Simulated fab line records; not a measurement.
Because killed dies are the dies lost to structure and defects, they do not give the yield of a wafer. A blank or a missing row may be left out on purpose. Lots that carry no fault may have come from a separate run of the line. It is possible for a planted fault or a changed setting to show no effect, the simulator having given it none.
fab line records :: flow sky130
record:
  lots: 6
  wafers: 18
  last_day: 50
route steps=708 shown LDD_HVP@286 LDD_LDN@289 PAD_OPEN@708
lots untouched by any fault: they come from a run of this same line in which no faults occurred
start_h: hours from the record's opening day to when the first of the lot's shown wafers began :: wait_h: hours since the lot's step before :: " repeats the value in the row above :: L1.1+2: one row covering several wafers at once :: - no value, or no start given :: * or withheld: withheld :: < > ~ a bound
route shown NAME@n: NAME is a module with steps in the file, n the number in the route of the first one :: usual: mean/standard deviation taken from wafers without a fault :: same: alike in all rows :: chamber/n: place in a boat :: sites: the reading at each site :: _std_site: their standard deviation :: _edge_site: outer sites' mean less inner sites' :: radius_mm: how far each site lies from the wafer's centre :: mask NAME#n: copy n :: behind: the tool/chamber that last shaped the wafer :: hold: why the lot went on hold/how many hours it stayed there/how the hold came to an end :: device: which transistor (n, p or np) failed to switch :: end of line: at the end of the route, the tests of the same wafers :: a step without rows: its recipe alone :: killed: count of dies lost to structure and defects at first sort (not the wafer's yield) :: map: a wafer's dies, x killed, . not, _ none there
set.NAME: the setting as run; set.NAME@STEP: as run at that earlier step :: model.NAME: the simulator's own value behind a step, which no gauge read
lots at some steps of the route; a table a step, a row a wafer
services: when a tool's chamber went out of use (start_h, in hours from the record's first day, below 0 if earlier), for how many hours, and the reason
== steps ==
step: SKY_LDD_HVP_IMPLANT_08
recipe:
  species: B
  energy_kev: 20
  dose_cm2: 1.7e+13
  tilt_deg: 17.9
step: SKY_LDD_HVP_STRIP_09
recipe:
  chemistry: O2/N2
  power_w: 1400
  pressure_mtorr: 1500
  platen_temp_c: withheld
  o2_flow_sccm: 3000
  n2_flow_sccm: 300
  overash_fraction: 0.5
usual:
  drypump_motor_current_A: 5.7/0.51
  o2_flow_sccm: 3000/8.5
  oes_product_au: 0.408/0.0045
  strip_time_to_endpoint_s: 4.134/0.013
lot.wafer: L830.3
tool: plasma_asher-03
chamber: 1
start_h: 553.71
wait_h: 0.1
drypump_motor_current_A: 5.4
o2_flow_sccm: 3007
oes_product_au: 0.399
rf_hours_counter_h: -
strip_time_to_endpoint_s: 4.124

lot.wafer: L830.4
tool: plasma_asher-03
chamber: 0
start_h: 553.71
wait_h: 0.1
drypump_motor_current_A: 5.5
o2_flow_sccm: 3011
oes_product_au: 0.409
rf_hours_counter_h: -
strip_time_to_endpoint_s: 4.127

lot.wafer: L830.6
tool: plasma_asher-03
chamber: 1
start_h: 553.71
wait_h: 0.1
drypump_motor_current_A: 5.4
o2_flow_sccm: 3016
oes_product_au: 0.401
rf_hours_counter_h: -
strip_time_to_endpoint_s: 4.127

lot.wafer: L837.1
tool: plasma_asher-03
chamber: 1
start_h: 602.49
wait_h: 0.1
drypump_motor_current_A: 5.3
o2_flow_sccm: 3003
oes_product_au: 0.418
rf_hours_counter_h: 92
strip_time_to_endpoint_s: 4.153

lot.wafer: L837.4
tool: plasma_asher-03
chamber: 0
start_h: 602.49
wait_h: 0.1
drypump_motor_current_A: 5.5
o2_flow_sccm: 3002
oes_product_au: 0.411
rf_hours_counter_h: -
strip_time_to_endpoint_s: 4.124

lot.wafer: L837.5
tool: plasma_asher-03
chamber: 1
start_h: 602.49
wait_h: 0.1
drypump_motor_current_A: 5.4
o2_flow_sccm: 2996
oes_product_au: 0.409
rf_hours_counter_h: -
strip_time_to_endpoint_s: 4.149

lot.wafer: L836.3
tool: plasma_asher-03
chamber: 1
start_h: 607.08
wait_h: 0.1
drypump_motor_current_A: 5.4
o2_flow_sccm: 2997
oes_product_au: 0.408
rf_hours_counter_h: -
strip_time_to_endpoint_s: 4.145

lot.wafer: L836.5
tool: plasma_asher-03
chamber: 1
start_h: 607.08
wait_h: 0.1
drypump_motor_current_A: 5.4
o2_flow_sccm: 3008
oes_product_au: 0.409
rf_hours_counter_h: -
strip_time_to_endpoint_s: 4.135

lot.wafer: L836.6
tool: plasma_asher-03
chamber: 0
start_h: 607.08
wait_h: 0.1
drypump_motor_current_A: 5.5
o2_flow_sccm: 3019
oes_product_au: 0.403
rf_hours_counter_h: -
strip_time_to_endpoint_s: 4.133

lot.wafer: L840.3
tool: plasma_asher-02
chamber: 0
start_h: 620.93
wait_h: 0.1
drypump_motor_current_A: 5.0
o2_flow_sccm: 2988
oes_product_au: 0.409
rf_hours_counter_h: -
strip_time_to_endpoint_s: 4.129

lot.wafer: L840.5
tool: plasma_asher-02
chamber: 1
start_h: 620.93
wait_h: 0.1
drypump_motor_current_A: 6.1
o2_flow_sccm: 3011
oes_product_au: 0.402
rf_hours_counter_h: -
strip_time_to_endpoint_s: 4.133

lot.wafer: L840.6
tool: plasma_asher-02
chamber: 0
start_h: 620.93
wait_h: 0.1
drypump_motor_current_A: 5.0
o2_flow_sccm: 2992
oes_product_au: 0.411
rf_hours_counter_h: -
strip_time_to_endpoint_s: 4.152

lot.wafer: L838.2
tool: plasma_asher-02
chamber: 1
start_h: 624.49
wait_h: 0.1
drypump_motor_current_A: 6.1
o2_flow_sccm: 3010
oes_product_au: 0.407
rf_hours_counter_h: 20
strip_time_to_endpoint_s: 4.129

lot.wafer: L838.4
tool: plasma_asher-02
chamber: 0
start_h: 624.49
wait_h: 0.1
drypump_motor_current_A: 5.0
o2_flow_sccm: 3006
oes_product_au: 0.414
rf_hours_counter_h: -
strip_time_to_endpoint_s: 4.136

lot.wafer: L838.5
tool: plasma_asher-02
chamber: 0
start_h: 624.49
wait_h: 0.1
drypump_motor_current_A: 4.9
o2_flow_sccm: 3005
oes_product_au: 0.411
rf_hours_counter_h: -
strip_time_to_endpoint_s: 4.136

lot.wafer: L848.1
tool: plasma_asher-03
chamber: 1
start_h: 681.82
wait_h: 0.1
drypump_motor_current_A: 5.3
o2_flow_sccm: 3002
oes_product_au: 0.408
rf_hours_counter_h: 100
strip_time_to_endpoint_s: 4.160

lot.wafer: L848.4
tool: plasma_asher-03
chamber: 1
start_h: 681.82
wait_h: 0.1
drypump_motor_current_A: 5.3
o2_flow_sccm: 3003
oes_product_au: 0.401
rf_hours_counter_h: -
strip_time_to_endpoint_s: 4.128

lot.wafer: L848.6
tool: plasma_asher-03
chamber: 0
start_h: 681.82
wait_h: 0.1
drypump_motor_current_A: 5.5
o2_flow_sccm: 3010
oes_product_au: 0.406
rf_hours_counter_h: -
strip_time_to_endpoint_s: 4.137
step: SKY_LDD_HVP_TW_MEAS_10
usual:
  LDD_HVP_TW: 456/3.2
lot.wafer: L830.3
tool: film_metro-04
chamber: -
start_h: 553.79
wait_h: 0.1
LDD_HVP_TW: 459

lot.wafer: L830.4
tool: film_metro-04
chamber: -
start_h: 553.79
wait_h: 0.1
LDD_HVP_TW: 458

lot.wafer: L830.6
tool: film_metro-04
chamber: -
start_h: 553.79
wait_h: 0.1
LDD_HVP_TW: 456

lot.wafer: L837.1
tool: film_metro-04
chamber: -
start_h: 602.59
wait_h: 0.1
LDD_HVP_TW: 458

lot.wafer: L837.4
tool: film_metro-04
chamber: -
start_h: 602.59
wait_h: 0.1
LDD_HVP_TW: 456

lot.wafer: L837.5
tool: film_metro-04
chamber: -
start_h: 602.59
wait_h: 0.1
LDD_HVP_TW: 456

lot.wafer: L836.3
tool: film_metro-01
chamber: -
start_h: 607.16
wait_h: 0.1
LDD_HVP_TW: 460

lot.wafer: L836.5
tool: film_metro-01
chamber: -
start_h: 607.16
wait_h: 0.1
LDD_HVP_TW: 456

lot.wafer: L836.6
tool: film_metro-01
chamber: -
start_h: 607.16
wait_h: 0.1
LDD_HVP_TW: 461

lot.wafer: L840.3
tool: film_metro-04
chamber: -
start_h: 621.01
wait_h: 0.1
LDD_HVP_TW: 458

lot.wafer: L840.5
tool: film_metro-04
chamber: -
start_h: 621.01
wait_h: 0.1
LDD_HVP_TW: 457

lot.wafer: L840.6
tool: film_metro-04
chamber: -
start_h: 621.01
wait_h: 0.1
LDD_HVP_TW: 456

lot.wafer: L838.2
tool: film_metro-03
chamber: -
start_h: 624.60
wait_h: 0.1
LDD_HVP_TW: 452

lot.wafer: L838.4
tool: film_metro-03
chamber: -
start_h: 624.60
wait_h: 0.1
LDD_HVP_TW: 451

lot.wafer: L838.5
tool: film_metro-03
chamber: -
start_h: 624.60
wait_h: 0.1
LDD_HVP_TW: 450

lot.wafer: L848.1
tool: film_metro-01
chamber: -
start_h: 681.92
wait_h: 0.1
LDD_HVP_TW: 459

lot.wafer: L848.4
tool: film_metro-01
chamber: -
start_h: 681.92
wait_h: 0.1
LDD_HVP_TW: 458

lot.wafer: L848.6
tool: film_metro-01
chamber: -
start_h: 681.92
wait_h: 0.1
LDD_HVP_TW: 463
step: SKY_LDD_LDN_DEHYDRATE_00
recipe:
  temp_c: 200
  time_s: 60
step: SKY_LDD_LDN_HMDS_01
recipe:
  prime_time_s: 60
  prime_temp_c: 120
step: SKY_LDD_LDN_COAT_02
recipe:
  resist: NOVOLAK
  spin_rpm: 3000
  resist_thk_nm: 1140
step: SKY_LDD_LDN_SOFTBAKE_03
recipe:
  temp_c: 90
  time_s: 60
  resist: NOVOLAK
step: SKY_LDD_LDN_EXPOSE_04
recipe:
  mask_id: LDNTM
  na: 0.6
  source_shape: conventional
  sigma_outer: 0.6
  polarization: unpolarized
  target_cd_nm: 700
  dose_mj: 140
step: SKY_LDD_LDN_PEB_05
recipe:
  temp_c: withheld
  time_s: *
  resist: NOVOLAK
step: SKY_LDD_LDN_DEVELOP_06
recipe:
  resist: NOVOLAK
  developer: TMAH
  develop_time_s: 60
  dev_temp_c: 23
step: SKY_LDD_LDN_OVL_MEAS_07
usual:
  LDD_LDN_OVL: -1.0/1.4
lot.wafer: L830.3
tool: overlay-02
chamber: -
start_h: 583.07
wait_h: 0.1
LDD_LDN_OVL[nm]: -0.3

lot.wafer: L830.4
tool: overlay-02
chamber: -
start_h: 583.07
wait_h: 0.1
LDD_LDN_OVL[nm]: -1.8

lot.wafer: L830.6
tool: overlay-02
chamber: -
start_h: 583.07
wait_h: 0.1
LDD_LDN_OVL[nm]: -0.1

lot.wafer: L837.1
tool: overlay-02
chamber: -
start_h: 631.22
wait_h: 0.1
LDD_LDN_OVL[nm]: -2.1

lot.wafer: L837.4
tool: overlay-02
chamber: -
start_h: 631.22
wait_h: 0.1
LDD_LDN_OVL[nm]: -0.6

lot.wafer: L837.5
tool: overlay-02
chamber: -
start_h: 631.22
wait_h: 0.1
LDD_LDN_OVL[nm]: -3.5

lot.wafer: L836.3
tool: overlay-01
chamber: -
start_h: 635.72
wait_h: 0.1
LDD_LDN_OVL[nm]: -1.8

lot.wafer: L836.5
tool: overlay-01
chamber: -
start_h: 635.72
wait_h: 0.1
LDD_LDN_OVL[nm]: -1.1

lot.wafer: L836.6
tool: overlay-01
chamber: -
start_h: 635.72
wait_h: 0.1
LDD_LDN_OVL[nm]: -1.5

lot.wafer: L840.3
tool: overlay-02
chamber: -
start_h: 649.00
wait_h: 0.1
LDD_LDN_OVL[nm]: -2.2

lot.wafer: L840.5
tool: overlay-02
chamber: -
start_h: 649.00
wait_h: 0.1
LDD_LDN_OVL[nm]: -1.0

lot.wafer: L840.6
tool: overlay-02
chamber: -
start_h: 649.00
wait_h: 0.1
LDD_LDN_OVL[nm]: -1.2

lot.wafer: L838.2
tool: overlay-01
chamber: -
start_h: 653.44
wait_h: 0.1
LDD_LDN_OVL[nm]: -2.3

lot.wafer: L838.4
tool: overlay-01
chamber: -
start_h: 653.44
wait_h: 0.1
LDD_LDN_OVL[nm]: -1.6

lot.wafer: L838.5
tool: overlay-01
chamber: -
start_h: 653.44
wait_h: 0.1
LDD_LDN_OVL[nm]: -2.6

lot.wafer: L848.1
tool: overlay-01
chamber: -
start_h: 708.92
wait_h: 0.1
LDD_LDN_OVL[nm]: -1.4

lot.wafer: L848.4
tool: overlay-01
chamber: -
start_h: 708.92
wait_h: 0.1
LDD_LDN_OVL[nm]: 1.0

lot.wafer: L848.6
tool: overlay-01
chamber: -
start_h: 708.92
wait_h: 0.1
LDD_LDN_OVL[nm]: -1.8
step: SKY_LDD_LDN_IMPLANT_08
recipe:
  species: As
  energy_kev: 15
  dose_cm2: 1.25e+13
  tilt_deg: withheld
  rotation_deg: 23
step: SKY_LDD_LDN_IMPLANT_09
recipe:
  species: As
  energy_kev: 15
  dose_cm2: 1.25e+13
  tilt_deg: withheld
  rotation_deg: 113
usual:
  beam_energy_keV: 15.000/0.0043
lot.wafer: L830.3
tool: implanter-03
chamber: 0
start_h: 583.29
wait_h: 0.1
beam_energy_keV: 15.006
model.implant.drp_nm: 5.933

lot.wafer: L830.4
tool: implanter-03
chamber: 0
start_h: 583.29
wait_h: 0.1
beam_energy_keV: 15.006
model.implant.drp_nm: 5.933

lot.wafer: L830.6
tool: implanter-03
chamber: 0
start_h: 583.29
wait_h: 0.1
beam_energy_keV: 15.001
model.implant.drp_nm: 5.933

lot.wafer: L837.1
tool: implanter-02
chamber: 0
start_h: 631.41
wait_h: 0.1
beam_energy_keV: 15.008
model.implant.drp_nm: 5.933

lot.wafer: L837.4
tool: implanter-02
chamber: 0
start_h: 631.41
wait_h: 0.1
beam_energy_keV: 15.000
model.implant.drp_nm: 5.933

lot.wafer: L837.5
tool: implanter-02
chamber: 0
start_h: 631.41
wait_h: 0.1
beam_energy_keV: 14.999
model.implant.drp_nm: 5.933

lot.wafer: L836.3
tool: implanter-02
chamber: 0
start_h: 635.94
wait_h: 0.1
beam_energy_keV: 15.297
model.implant.drp_nm: 6.012

lot.wafer: L836.5
tool: implanter-02
chamber: 0
start_h: 635.94
wait_h: 0.1
beam_energy_keV: 15.302
model.implant.drp_nm: 6.012

lot.wafer: L836.6
tool: implanter-02
chamber: 0
start_h: 635.94
wait_h: 0.1
beam_energy_keV: 15.293
model.implant.drp_nm: 6.012

lot.wafer: L840.3
tool: implanter-04
chamber: 0
start_h: 649.22
wait_h: 0.1
beam_energy_keV: 15.005
model.implant.drp_nm: 5.933

lot.wafer: L840.5
tool: implanter-04
chamber: 0
start_h: 649.22
wait_h: 0.1
beam_energy_keV: 15.003
model.implant.drp_nm: 5.933

lot.wafer: L840.6
tool: implanter-04
chamber: 0
start_h: 649.22
wait_h: 0.1
beam_energy_keV: 15.012
model.implant.drp_nm: 5.933

lot.wafer: L838.2
tool: implanter-02
chamber: 0
start_h: 653.82
wait_h: 0.2
beam_energy_keV: 15.301
model.implant.drp_nm: 6.012

lot.wafer: L838.4
tool: implanter-02
chamber: 0
start_h: 653.82
wait_h: 0.2
beam_energy_keV: 15.293
model.implant.drp_nm: 6.012

lot.wafer: L838.5
tool: implanter-02
chamber: 0
start_h: 653.82
wait_h: 0.2
beam_energy_keV: 15.300
model.implant.drp_nm: 6.012

lot.wafer: L848.1
tool: implanter-03
chamber: 0
start_h: 709.11
wait_h: 0.1
beam_energy_keV: 14.996
model.implant.drp_nm: 5.933

lot.wafer: L848.4
tool: implanter-03
chamber: 0
start_h: 709.11
wait_h: 0.1
beam_energy_keV: 14.998
model.implant.drp_nm: 5.933

lot.wafer: L848.6
tool: implanter-03
chamber: 0
start_h: 709.11
wait_h: 0.1
beam_energy_keV: 15.001
model.implant.drp_nm: 5.933
step: SKY_LDD_LDN_IMPLANT_10
recipe:
  species: As
  energy_kev: 15
  dose_cm2: 1.25e+13
  tilt_deg: withheld
  rotation_deg: 203
step: SKY_PAD_OPEN_PROBE_99
usual:
  killed_at_M0_to_M3: 42/5.8
  killed_at_M4_up: 3.0/2
  killed_at_contacts: 24/5.5
  killed_at_front_end: 15/3.9
  killed_at_other: 0.3/0.54
  killed_dies: 85/8.8
  killed_on_rim: 16/3.7
  killed_open: 47/6.8
  killed_short: 38/5.9
same:
  gross_dies: 492
  killed_at_back_side: 0
lot.wafer: L830.3
tool: prober-02
chamber: -
start_h: 1120.43
wait_h: 0.2
killed_at_M0_to_M3: 40
killed_at_M4_up: 1
killed_at_contacts: 18
killed_at_front_end: 15
killed_at_other: 0
killed_dies: 74
killed_on_rim: 9
killed_open: 27
killed_short: 47

lot.wafer: L830.4
tool: prober-02
chamber: -
start_h: 1120.48
wait_h: 0.2
killed_at_M0_to_M3: 48
killed_at_M4_up: 2
killed_at_contacts: 24
killed_at_front_end: 25
killed_at_other: 0
killed_dies: 99
killed_on_rim: 23
killed_open: 48
killed_short: 51

lot.wafer: L830.6
tool: prober-02
chamber: -
start_h: 1120.58
wait_h: 0.2
killed_at_M0_to_M3: 38
killed_at_M4_up: 1
killed_at_contacts: 23
killed_at_front_end: 17
killed_at_other: 0
killed_dies: 79
killed_on_rim: 18
killed_open: 45
killed_short: 34

lot.wafer: L837.1
tool: prober-02
chamber: -
start_h: 1154.28
wait_h: 0.1
killed_at_M0_to_M3: 56
killed_at_M4_up: 5
killed_at_contacts: 32
killed_at_front_end: 12
killed_at_other: 0
killed_dies: 105
killed_on_rim: 17
killed_open: 52
killed_short: 53

lot.wafer: L837.4
tool: prober-02
chamber: -
start_h: 1154.43
wait_h: 0.2
killed_at_M0_to_M3: 31
killed_at_M4_up: 6
killed_at_contacts: 19
killed_at_front_end: 12
killed_at_other: 0
killed_dies: 68
killed_on_rim: 15
killed_open: 36
killed_short: 32

lot.wafer: L837.5
tool: prober-02
chamber: -
start_h: 1154.48
wait_h: 0.2
killed_at_M0_to_M3: 53
killed_at_M4_up: 5
killed_at_contacts: 28
killed_at_front_end: 13
killed_at_other: 0
killed_dies: 99
killed_on_rim: 20
killed_open: 53
killed_short: 46

lot.wafer: L836.3
tool: prober-01
chamber: -
start_h: 1155.27
wait_h: 0.2
killed_at_M0_to_M3: 43
killed_at_M4_up: 4
killed_at_contacts: 21
killed_at_front_end: 12
killed_at_other: 0
killed_dies: 80
killed_on_rim: 19
killed_open: 51
killed_short: 29

lot.wafer: L836.5
tool: prober-01
chamber: -
start_h: 1155.37
wait_h: 0.2
killed_at_M0_to_M3: 43
killed_at_M4_up: 2
killed_at_contacts: 18
killed_at_front_end: 14
killed_at_other: 0
killed_dies: 77
killed_on_rim: 14
killed_open: 49
killed_short: 28

lot.wafer: L836.6
tool: prober-01
chamber: -
start_h: 1155.42
wait_h: 0.2
killed_at_M0_to_M3: 50
killed_at_M4_up: 2
killed_at_contacts: 29
killed_at_front_end: 12
killed_at_other: 0
killed_dies: 93
killed_on_rim: 16
killed_open: 54
killed_short: 39

lot.wafer: L838.2
tool: prober-02
chamber: -
start_h: 1172.54
wait_h: 0.1
killed_at_M0_to_M3: 36
killed_at_M4_up: 4
killed_at_contacts: 25
killed_at_front_end: 13
killed_at_other: 0
killed_dies: 78
killed_on_rim: 15
killed_open: 50
killed_short: 28

lot.wafer: L838.4
tool: prober-02
chamber: -
start_h: 1172.64
wait_h: 0.2
killed_at_M0_to_M3: 42
killed_at_M4_up: 1
killed_at_contacts: 26
killed_at_front_end: 9
killed_at_other: 0
killed_dies: 78
killed_on_rim: 8
killed_open: 42
killed_short: 35

lot.wafer: L838.5
tool: prober-02
chamber: -
start_h: 1172.69
wait_h: 0.2
killed_at_M0_to_M3: 37
killed_at_M4_up: 4
killed_at_contacts: 26
killed_at_front_end: 11
killed_at_other: 0
killed_dies: 78
killed_on_rim: 15
killed_open: 42
killed_short: 35

lot.wafer: L848.1
tool: prober-01
chamber: -
start_h: 1201.43
wait_h: 0.1
killed_at_M0_to_M3: 37
killed_at_M4_up: 3
killed_at_contacts: 16
killed_at_front_end: 17
killed_at_other: 0
killed_dies: 73
killed_on_rim: 15
killed_open: 35
killed_short: 33

lot.wafer: L848.4
tool: prober-01
chamber: -
start_h: 1201.58
wait_h: 0.2
killed_at_M0_to_M3: 33
killed_at_M4_up: 4
killed_at_contacts: 27
killed_at_front_end: 11
killed_at_other: 0
killed_dies: 75
killed_on_rim: 10
killed_open: 33
killed_short: 40

lot.wafer: L848.6
tool: prober-01
chamber: -
start_h: 1201.68
wait_h: 0.2
killed_at_M0_to_M3: 33
killed_at_M4_up: 6
killed_at_contacts: 23
killed_at_front_end: 20
killed_at_other: 0
killed_dies: 82
killed_on_rim: 9
killed_open: 49
killed_short: 32
killed by level:class
L830.3 FIELD_ISO:geometric_particle:short=9 METAL2:geometric_particle:short=7 METAL1:geometric_particle:short=7 CONTACT:geometric_particle:short=5 VIA1:geometric_particle:open=5 VIA2:geometric_particle:short=5 LI_CONTACT:geometric_particle:open=4 CONTACT:geometric_particle:open=4
L830.4 VIA2:geometric_particle:open=9 VIA1:geometric_particle:open=8 VIA1:geometric_particle:short=7 POLY_GATE:geometric_particle:open=6 CONTACT:geometric_particle:open=6 CONTACT:geometric_particle:short=6 VIA3:geometric_particle:open=6 LOCAL_INTERCONNECT:geometric_particle:short=5
L830.6 VIA1:geometric_particle:open=9 VIA3:geometric_particle:open=8 FIELD_ISO:geometric_particle:open=6 LOCAL_INTERCONNECT:geometric_particle:short=6 CONTACT:geometric_particle:open=6 VIA1:geometric_particle:short=6 POLY_GATE:geometric_particle:open=5 CONTACT:geometric_particle:short=5
L837.1 CONTACT:geometric_particle:open=13 VIA2:geometric_particle:open=11 LI_CONTACT:geometric_particle:open=9 VIA1:geometric_particle:open=9 METAL2:geometric_particle:short=9 METAL1:geometric_particle:short=6 FIELD_ISO:geometric_particle:open=5 LI_CONTACT:geometric_particle:short=5
L837.4 CONTACT:geometric_particle:open=9 METAL1:geometric_particle:short=6 VIA1:geometric_particle:open=6 VIA2:geometric_particle:open=6 VIA3:geometric_particle:open=6 METAL4:geometric_particle:short=6 POLY_GATE:geometric_particle:short=5 LI_CONTACT:geometric_particle:short=4
L837.5 CONTACT:geometric_particle:open=15 METAL2:geometric_particle:short=10 VIA2:geometric_particle:open=9 VIA3:geometric_particle:open=8 METAL1:geometric_particle:short=7 VIA1:geometric_particle:open=7 METAL3:geometric_particle:short=5 CONTACT:geometric_particle:short=4
L836.3 VIA1:geometric_particle:open=11 CONTACT:geometric_particle:open=9 VIA2:geometric_particle:open=8 VIA3:geometric_particle:open=6 FIELD_ISO:geometric_particle:open=5 LI_CONTACT:geometric_particle:open=5 CONTACT:geometric_particle:short=4 VIA1:geometric_particle:short=4
L836.5 VIA1:geometric_particle:open=12 CONTACT:geometric_particle:open=10 VIA2:geometric_particle:open=8 VIA3:geometric_particle:open=7 FIELD_ISO:geometric_particle:short=5 METAL2:geometric_particle:short=4 SPACER:geometric_particle:open=3 VIA1:geometric_particle:short=3
L836.6 VIA3:geometric_particle:open=11 VIA2:geometric_particle:open=10 CONTACT:geometric_particle:open=10 LI_CONTACT:geometric_particle:open=9 VIA1:geometric_particle:open=9 METAL1:geometric_particle:short=8 CONTACT:geometric_particle:short=5 METAL2:geometric_particle:short=4
L838.2 VIA1:geometric_particle:open=13 LI_CONTACT:geometric_particle:open=10 CONTACT:geometric_particle:open=10 VIA2:geometric_particle:open=6 POLY_GATE:geometric_particle:open=4 METAL1:geometric_particle:short=4 METAL2:geometric_particle:short=4 FIELD_ISO:geometric_particle:open=3
L838.4 VIA1:geometric_particle:open=13 CONTACT:geometric_particle:open=8 LI_CONTACT:geometric_particle:short=6 LI_CONTACT:geometric_particle:open=5 LOCAL_INTERCONNECT:geometric_particle:short=5 VIA1:geometric_particle:short=4 VIA2:geometric_particle:open=4 FIELD_ISO:geometric_particle:short=3
L838.5 CONTACT:geometric_particle:open=13 VIA1:geometric_particle:open=10 METAL1:geometric_particle:short=8 LI_CONTACT:geometric_particle:open=7 VIA1:geometric_particle:short=5 VIA3:geometric_particle:open=4 METAL2:geometric_particle:short=4 POLY_GATE:geometric_particle:short=3
L848.1 VIA1:geometric_particle:open=12 VIA1:geometric_particle:short=8 FIELD_ISO:geometric_particle:open=5 NWELL:coat_microbubble_printed=5 METAL2:geometric_particle:short=5 FIELD_ISO:geometric_particle:short=4 LI_CONTACT:geometric_particle:open=4 CONTACT:geometric_particle:short=4
L848.4 CONTACT:geometric_particle:open=7 LI_CONTACT:geometric_particle:open=6 VIA1:geometric_particle:open=6 LI_CONTACT:geometric_particle:short=5 CONTACT:geometric_particle:short=5 METAL1:geometric_particle:short=5 METAL2:geometric_particle:short=5 METAL4:geometric_particle:short=4
L848.6 LI_CONTACT:geometric_particle:open=10 VIA1:geometric_particle:open=10 CONTACT:geometric_particle:open=8 FIELD_ISO:geometric_particle:open=7 METAL2:geometric_particle:short=7 METAL4:geometric_particle:short=5 FIELD_ISO:geometric_particle:short=4 VIA2:geometric_particle:open=4
== services ==
tool: implanter-03
chamber: -
start_h: 551.52
hours: 4.7
kind: repair

tool: implanter-04
chamber: -
start_h: 620.94
hours: 1.4
kind: repair

tool: implanter-04
chamber: -
start_h: 631.60
hours: 3.8
kind: pm

tool: implanter-03
chamber: -
start_h: 640.74
hours: 4.1
kind: repair

tool: implanter-02
chamber: -
start_h: 671.42
hours: 2.8
kind: pm

tool: implanter-03
chamber: -
start_h: 680.99
hours: 2.3
kind: repair

tool: implanter-02
chamber: -
start_h: 682.07
hours: 0.9
kind: repair

tool: implanter-03
chamber: -
start_h: 698.40
hours: 4.2
kind: repair
== key ==
first_sign:
  step: SKY_LDD_LDN_IMPLANT_09
  reading: beam_energy_keV
  direction: up
  sigmas: 69
  usual: *
  struck: *
effect none on later readings
model_effect:
  step: SKY_LDD_LDN_IMPLANT_09
  value: implant.drp_nm
  without: 5.933
  struck: 6.012
met_at SKY_LDD_LDN_IMPLANT_09
struck_wafers L836.3,L836.5,L836.6,L838.2,L838.4,L838.5
tester_left_out L836,L838
onset_between 631.41 635.94
fault:
  kind: process_parameter_drift
  tool: implanter-02
  chamber: -
  onset_h: 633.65
  steps: SKY_LDD_LDN_IMPLANT_09
  channel: energy_kev
  offset: *
  shape: step
  end_h: 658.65
  acts_in: *
  stated: *
tester_left_out: of these lots the tester's yield and bins aren't shown, on N5 and GAA mostly nor the transistor test; their killed dies are dies lost to structure and defects alone, not to doping, threshold or leakage, so they don't give the yield
